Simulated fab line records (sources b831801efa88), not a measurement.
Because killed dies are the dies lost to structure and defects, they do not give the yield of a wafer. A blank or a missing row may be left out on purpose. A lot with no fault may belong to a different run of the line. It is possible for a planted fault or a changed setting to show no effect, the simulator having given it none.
Chamber matching | flow sky130 | 4 sister chambers for SKY_VIA2_CMP_24 on cmp-01
The step polishes, stops on SiO2, t overpolish 20 s, target thk 0 nm. 20 wafers are shown with their chamber, then 10 later ones without.

== WAFERS PAIRED WITH THEIR CHAMBERS ==
wafer  | chamber | motor current A (A) | time to endpoint s (s) | overpolish run s (s)
L074.1 | 3       | 10.2                | 108                    | 19.998
L074.3 | 0       | 10.0                | 103                    | 19.995
L074.4 | 1       | 8.4                 | 106                    | 20.004
L075.1 | 1       | 8.6                 | 105                    | 19.996
L075.4 | 0       | 10.5                | 98                     | 20.005
L075.6 | 1       | 8.8                 | 108                    | 19.998
L077.1 | 3       | 10.4                | 112                    | 20.001
L077.5 | 1       | 9.1                 | 114                    | 20.008
L077.6 | 2       | 11.1                | 108                    | 19.999
L079.2 | 0       | 9.5                 | 98                     | 20.004
L079.3 | 2       | 11.7                | 96                     | 20.004
L079.5 | 3       | 10.8                | 103                    | 19.988
L080.2 | 3       | 10.0                | 106                    | 20.000
L080.4 | 0       | 10.2                | 101                    | 19.985
L080.5 | 3       | 10.1                | 105                    | 20.000
L082.1 | 2       | 11.8                | 104                    | 20.006
L082.4 | 0       | 10.5                | 103                    | 20.003
L082.5 | 0       | 9.8                 | 102                    | 20.002
L085.1 | 0       | 10.1                | 100                    | 20.004
L085.4 | 2       | 11.9                | 103                    | 19.978

SIGNATURES (averages over the wafers above)
reading            | chamber 0 | chamber 1 | chamber 2 | chamber 3 | scatter within a chamber
motor current A    | 10.086    | 8.725     | 11.625    | 10.300    | 0.339
time to endpoint s | 100.71    | 108.25    | 102.75    | 106.80    | 3.52
overpolish run s   | 19.99971  | 20.00150  | 19.99675  | 19.99740  | 0.00799
Rule: for a wafer and a chamber, the distance is found by dividing, reading by reading, the gap between the wafer's reading and the chamber's mean by the reading's scatter, squaring, summing and taking the root. If the next closest chamber is less than 2 further off than the closest, the wafer can't be placed; otherwise it belongs to the closest. The scatter: take each reading less its chamber's mean, square it, sum over the shown wafers, divide by the number of wafers less the number of chambers, and take the root.

== WAFERS WHOSE CHAMBER IS MISSING ==
wafer  | motor current A (A) | time to endpoint s (s) | overpolish run s (s)
L085.6 | 11.3                | 103                    | 19.993
L087.2 | 11.6                | 105                    | 19.993
L087.4 | 9.0                 | 112                    | 20.003
L087.6 | 10.9                | 107                    | 20.012
L088.3 | 8.8                 | 111                    | 19.984
L088.4 | 10.6                | 111                    | 20.020
L088.6 | 8.2                 | 111                    | 19.989
L096.1 | 10.6                | 111                    | 20.009
L096.2 | 10.4                | 101                    | 19.983
L096.4 | 11.5                | 103                    | 20.005

== CHAMBER TAKEN BY EACH ==
wafer  | from the rows above          | in truth
L085.6 | 2                            | 2
L087.2 | 2                            | 2
L087.4 | 1                            | 1
L087.6 | can't be placed: 3 or 2 or 0 | 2
L088.3 | 1                            | 1
L088.4 | can't be placed: 3 or 0 or 2 | 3
L088.6 | 1                            | 1
L096.1 | can't be placed: 3 or 0      | 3
L096.2 | can't be placed: 0 or 3 or 2 | 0
L096.4 | 2                            | 2
Placed correctly: 6 of 10. From these rows, 4 cannot be placed; in 4 the true chamber is one of the candidates. Number placed wrongly: 0.
